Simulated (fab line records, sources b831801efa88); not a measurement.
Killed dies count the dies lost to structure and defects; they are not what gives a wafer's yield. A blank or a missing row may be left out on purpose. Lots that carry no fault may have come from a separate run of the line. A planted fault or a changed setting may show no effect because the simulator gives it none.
fab line records	flow sky130	part 2 of 2: steps 31 to 31 of 31
record: lots: 7	wafers: 21	last_day: 50
route steps=708 shown FIELD_ISO@1 PAD_OPEN@708
lots that met no fault: taken from a fault-free run of the same line
start_h: start of the lot's first displayed wafer, in hours after the record's first day	wait_h: how many hours have passed since the lot's step before this one	" same as the row above	L1.1+2: a single row standing in for several wafers	- either no value or no given start	* or withheld: withheld	< > ~ a bound
route shown NAME@n: NAME is a module with steps in the file, n the number in the route of the first one	usual: the fault-free wafers' mean and standard deviation	same: alike in all rows	chamber/n: place in a boat	sites: each site's reading	_std_site: the standard deviation of these	_edge_site: mean of outer sites minus mean of inner sites	radius_mm: how far each site lies from the wafer's centre	mask NAME#n: copy n	behind: tool/chamber where the wafer was last shaped	hold: cause of the lot's hold/its duration in hours/its outcome	device: transistor that didn't switch, given as n, p or np	end of line: tests of these same wafers at the route's end	a step without rows: its recipe alone	killed: dies that structure and defects cost at the first sort, which is not the same as the wafer's yield	map: a wafer's dies, marking killed ones x, the rest . and places with no die _
set.NAME: the run value of the setting; set.NAME@STEP: its run value at that earlier step	model.NAME: the simulator's own value behind a step, which no gauge read
lots seen at some steps along the route; tables by step, rows by wafer
services: when a tool's chamber went out of use (start_h, in hours from the record's first day, below 0 if earlier), for how many hours, and the reason
== steps ==
step: SKY_PAD_OPEN_PROBE_99
usual: killed_at_M0_to_M3: 43/6.8	killed_at_M4_up: 3.2/1.8	killed_at_contacts: 24/5.2	killed_at_front_end: 15/4.2	killed_at_other: 0.4/0.62	killed_dies: 85/8.7	killed_open: 46/6.7	killed_short: 39/5.9
same: gross_dies: 492	killed_at_back_side: 0
lot.wafer	tool	chamber	start_h	wait_h	killed_at_M0_to_M3	killed_at_M4_up	killed_at_contacts	killed_at_front_end	killed_at_other	killed_dies	killed_open	killed_short	model.etest.cap_li_to_poly.c_af_um2	model.etest.cap_poly_to_well.c_af_um2	model.etest.field_n.vt_v	model.etest.sram_nfet_pass.off_log10_a_um
L410.2	prober-01	-	1069.87	0.1	54	2	26	15	0	97	51	46	97.08	91.15	36.16	-12.64
L410.3	prober-01	-	1069.92	0.2	33	2	45	10	0	90	43	47	100.3	90.12	36.05	-12.73
L410.4	prober-01	-	1069.97	0.2	46	1	28	10	0	85	51	33	98.06	92.78	35.44	-12.65
L412.3	prober-01	-	1082.37	0.2	41	1	31	15	0	88	50	38	100.5	92.02	36.12	-12.37
L412.5	prober-01	-	1082.47	0.2	46	3	17	21	0	87	48	39	95.84	93.56	35.9	-12.59
L412.6	prober-01	-	1082.52	0.2	33	2	20	10	0	65	34	30	98.42	90.98	36.02	-12.57
L419.3	prober-01	-	1124.96	0.2	33	2	24	10	0	69	35	34	94.88	94.13	35.09	-12.65
L419.5	prober-01	-	1125.06	0.2	34	5	23	16	0	78	46	32	98.31	92.88	35.36	-12.36
L419.6	prober-01	-	1125.11	0.2	45	5	28	4	0	82	53	29	95.11	94.01	35.1	-12.43
L418.2	prober-02	-	1125.40	0.1	55	2	27	6	0	90	50	40	92.52	90.97	34.37	-12.51
L418.3	prober-02	-	1125.45	0.2	38	5	29	7	1	80	38	42	96.35	95.27	34.76	-12.49
L418.6	prober-02	-	1125.60	0.2	38	4	15	15	0	72	41	31	96.79	94.04	32.95	-12.65
L420.1	prober-02	-	1139.61	0.1	33	9	30	14	0	86	51	34	100.6	95.27	34.85	-11.93
L420.3	prober-02	-	1139.71	0.2	39	5	29	18	1	92	53	37	93.68	93.42	34.88	-12.72
L420.6	prober-02	-	1139.86	0.2	51	2	23	15	0	91	57	34	96.97	90.51	35.61	-12.51
L432.1	prober-02	-	1190.63	0.1	51	1	21	9	1	83	44	38	103.7	91.36	36.19	-12.72
L432.2	prober-02	-	1190.68	0.1	50	3	32	14	1	100	52	47	98.75	93.01	36.09	-12.52
L432.6	prober-02	-	1190.88	0.2	42	4	26	11	0	83	42	39	97.68	90.49	36.13	-12.36
L433.3	prober-01	-	1191.26	0.2	45	1	20	17	1	84	51	32	98.38	91.65	35.94	-12.79
L433.4	prober-01	-	1191.31	0.2	48	5	18	10	0	81	47	34	94.44	89.4	35.66	-12.31
L433.5	prober-01	-	1191.36	0.2	27	1	19	17	1	65	37	27	100.1	91.95	35.86	-12.31
killed by level:class
L410.2 VIA1:geometric_particle:open=15 CONTACT:geometric_particle:open=10 METAL1:geometric_particle:short=7 VIA1:geometric_particle:short=7 LOCAL_INTERCONNECT:geometric_particle:short=6 VIA2:geometric_particle:open=5 METAL2:geometric_particle:short=5 VIA3:geometric_particle:open=4
L410.3 CONTACT:geometric_particle:open=14 LI_CONTACT:geometric_particle:open=12 CONTACT:geometric_particle:short=8 VIA3:geometric_particle:short=7 LI_CONTACT:geometric_particle:short=5 LOCAL_INTERCONNECT:geometric_particle:short=5 METAL1:geometric_particle:short=5 VIA1:geometric_particle:short=5
L410.4 VIA1:geometric_particle:open=14 CONTACT:geometric_particle:open=8 LI_CONTACT:geometric_particle:open=7 CONTACT:geometric_particle:short=5 VIA3:geometric_particle:open=5 LI_CONTACT:geometric_particle:short=4 METAL2:geometric_particle:open=4 VIA3:geometric_particle:short=4
L412.3 CONTACT:geometric_particle:open=16 VIA1:geometric_particle:open=7 METAL1:geometric_particle:short=6 METAL2:geometric_particle:short=6 VIA3:geometric_particle:open=6 POLY_GATE:geometric_particle:short=5 POLY_GATE:geometric_particle:open=5 VIA2:geometric_particle:open=5
L412.5 VIA3:geometric_particle:open=11 VIA2:geometric_particle:open=9 CONTACT:geometric_particle:open=9 FIELD_ISO:geometric_particle:short=7 VIA1:geometric_particle:short=7 VIA1:geometric_particle:open=6 POLY_GATE:geometric_particle:short=5 METAL1:geometric_particle:short=4
L412.6 VIA1:geometric_particle:open=8 METAL1:geometric_particle:short=6 FIELD_ISO:geometric_particle:open=5 CONTACT:geometric_particle:open=5 VIA3:geometric_particle:open=5 LI_CONTACT:geometric_particle:open=4 LOCAL_INTERCONNECT:geometric_particle:short=4 METAL2:geometric_particle:short=4
L419.3 LOCAL_INTERCONNECT:geometric_particle:short=8 VIA1:geometric_particle:open=6 LI_CONTACT:geometric_particle:open=6 METAL1:geometric_particle:short=6 VIA3:geometric_particle:open=6 CONTACT:geometric_particle:open=5 METAL2:geometric_particle:short=4 FIELD_ISO:geometric_particle:short=3
L419.5 LI_CONTACT:geometric_particle:open=9 FIELD_ISO:geometric_particle:open=7 VIA1:geometric_particle:open=7 VIA2:geometric_particle:open=7 CONTACT:geometric_particle:open=4 METAL1:geometric_particle:short=4 VIA1:geometric_particle:short=4 CONTACT:geometric_particle:short=3
L419.6 VIA1:geometric_particle:open=17 CONTACT:geometric_particle:open=14 METAL1:geometric_particle:short=8 VIA2:geometric_particle:open=7 LI_CONTACT:geometric_particle:open=5 LOCAL_INTERCONNECT:geometric_particle:short=4 VIA1:geometric_particle:short=4 METAL4:geometric_particle:short=4
L418.2 VIA1:geometric_particle:open=11 VIA2:geometric_particle:open=9 METAL1:geometric_particle:short=8 LOCAL_INTERCONNECT:geometric_particle:short=7 METAL2:geometric_particle:short=6 LI_CONTACT:geometric_particle:open=6 CONTACT:geometric_particle:open=6 VIA2:geometric_particle:short=5
L418.3 LI_CONTACT:geometric_particle:open=8 CONTACT:geometric_particle:open=8 CONTACT:geometric_particle:short=7 METAL1:geometric_particle:short=7 VIA1:geometric_particle:open=7 VIA3:geometric_particle:open=7 VIA1:geometric_particle:short=5 LOCAL_INTERCONNECT:geometric_particle:short=4
L418.6 VIA2:geometric_particle:open=12 VIA1:geometric_particle:open=7 FIELD_ISO:geometric_particle:short=5 CONTACT:geometric_particle:short=5 METAL1:geometric_particle:short=5 VIA3:geometric_particle:open=4 POLY_GATE:geometric_particle:open=4 CONTACT:geometric_particle:open=4
L420.1 CONTACT:geometric_particle:open=14 VIA1:geometric_particle:open=11 CONTACT:geometric_particle:short=6 VIA1:geometric_particle:short=5 METAL4:geometric_particle:short=5 FIELD_ISO:geometric_particle:open=4 POLY_GATE:geometric_particle:open=4 LI_CONTACT:geometric_particle:open=4
L420.3 CONTACT:geometric_particle:open=13 VIA1:geometric_particle:open=8 VIA2:geometric_particle:open=8 VIA3:geometric_particle:open=7 LOCAL_INTERCONNECT:geometric_particle:short=5 POLY_GATE:geometric_particle:open=4 POLY_GATE:geometric_particle:short=4 LI_CONTACT:geometric_particle:open=4
L420.6 VIA3:geometric_particle:open=10 CONTACT:geometric_particle:open=9 VIA1:geometric_particle:open=9 LI_CONTACT:geometric_particle:open=7 FIELD_ISO:geometric_particle:open=6 METAL1:geometric_particle:short=6 VIA1:geometric_particle:short=6 VIA2:geometric_particle:open=6
L432.1 VIA1:geometric_particle:open=11 METAL2:geometric_particle:short=9 CONTACT:geometric_particle:open=7 LOCAL_INTERCONNECT:geometric_particle:short=6 VIA1:geometric_particle:short=6 METAL3:geometric_particle:short=6 VIA2:geometric_particle:open=5 VIA3:geometric_particle:open=5
L432.2 VIA1:geometric_particle:open=10 CONTACT:geometric_particle:open=9 METAL2:geometric_particle:short=9 LI_CONTACT:geometric_particle:open=7 VIA2:geometric_particle:open=7 LI_CONTACT:geometric_particle:short=5 LOCAL_INTERCONNECT:geometric_particle:short=5 CONTACT:geometric_particle:short=5
L432.6 CONTACT:geometric_particle:open=9 VIA2:geometric_particle:open=6 LOCAL_INTERCONNECT:geometric_particle:short=6 VIA1:geometric_particle:open=6 METAL2:geometric_particle:short=6 VIA3:geometric_particle:open=6 METAL4:geometric_particle:short=4 LOCAL_INTERCONNECT:geometric_particle:open=4
L433.3 CONTACT:geometric_particle:open=12 VIA3:geometric_particle:open=10 VIA2:geometric_particle:open=7 VIA1:geometric_particle:open=7 FIELD_ISO:geometric_particle:short=5 FIELD_ISO:geometric_particle:open=4 LI_CONTACT:geometric_particle:open=4 VIA2:geometric_particle:short=4
L433.4 VIA3:geometric_particle:open=10 VIA1:geometric_particle:open=9 VIA2:geometric_particle:open=9 CONTACT:geometric_particle:open=8 LI_CONTACT:geometric_particle:open=6 FIELD_ISO:geometric_particle:short=5 METAL4:geometric_particle:short=5 VIA1:geometric_particle:short=4
L433.5 LI_CONTACT:geometric_particle:open=10 VIA2:geometric_particle:open=6 CONTACT:geometric_particle:short=4 VIA1:geometric_particle:open=4 VIA3:geometric_particle:open=4 FIELD_ISO:geometric_particle:short=3 POLY_GATE:geometric_particle:short=3 SPACER:geometric_particle:open=3
== services ==
tool	chamber	start_h	hours	kind
rie_si-02	-	-1.56	14.6	pm
rie_diel-01	-	4.51	0.9	repair
cmp-01	-	17.69	2.1	repair
cmp-01	-	33.11	2.1	repair
cmp-02	-	45.02	1.7	repair
cmp-02	-	50.18	11.2	pm
rie_diel-04	-	54.57	1.8	repair
rie_diel-01	1	54.79	3.5	repair
rie_diel-03	3	55.72	8.0	repair
cmp-01	-	57.57	5.9	repair
cmp-01	-	59.24	0.5	repair
rie_si-02	0	62.56	8.2	repair
cmp-01	-	64.00	4.0	pm
rie_diel-04	3	67.95	4.1	repair
rie_diel-03	0	78.77	6.4	repair
rie_diel-03	-	86.76	2.9	repair
rie_diel-01	-	97.95	21.2	repair
cmp-01	-	98.49	1.0	repair
rie_diel-03	3	107.63	7.7	repair
rie_si-02	2	111.35	8.1	repair
cmp-01	-	118.71	0.4	repair
rie_diel-03	-	120.12	0.6	repair
rie_si-02	1	120.92	3.1	repair
rie_diel-01	3	156.66	7.4	repair
== key ==
first_sign: step: SKY_FIELD_ISO_CVD_03	reading: pressure_mtorr	direction: down	sigmas: 99+	usual: 250.0	struck: 200.2
effect: step: SKY_FIELD_ISO_THK_MEAS_04	reading: FIELD_ISO_CVD_03_THK	direction: down	sigmas: 7.3	usual: 164.2	struck: 155.2
effect: step: SKY_FIELD_ISO_ETCH_15	reading: oes_product_au	direction: down	sigmas: 5.8	usual: 0.943	struck: 0.909
model_effect: step: SKY_FIELD_ISO_CVD_03	value: Si3N4_of_FIELD_ISO_CVD_03.thk_nm	without: 165.9	struck: 155.2
model_effect: step: SKY_FIELD_ISO_ETCH_15	value: etch.depth_nm	without: 165.9	struck: 155.2
model_effect: step: SKY_FIELD_ISO_WET_ETCH_28	value: Si3N4_of_FIELD_ISO_CVD_03.thk_nm	without: 119.2	struck: 108.5
model_effect: step: SKY_PAD_OPEN_PROBE_99	value: etest.cap_li_to_poly.c_af_um2	without: 99.07	struck: 96.13
met_at SKY_FIELD_ISO_CVD_03
struck_wafers L418.2,L418.3,L418.6,L419.3,L419.5,L419.6,L420.1,L420.3,L420.6
tester_left_out L418,L419,L420
onset_between 25.47 52.83
fault: kind: process_parameter_drift	tool: lpcvd-02	chamber: -	onset_h: 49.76	steps: SKY_FIELD_ISO_CVD_03	channel: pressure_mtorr	offset: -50	shape: step	end_h: 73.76	acts_in: these_recipes_only	stated: 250
tester_left_out: of these lots the tester's yield and bins aren't shown, on N5 and GAA mostly nor the transistor test; their killed dies are dies lost to structure and defects alone, not to doping, threshold or leakage, so they don't give the yield
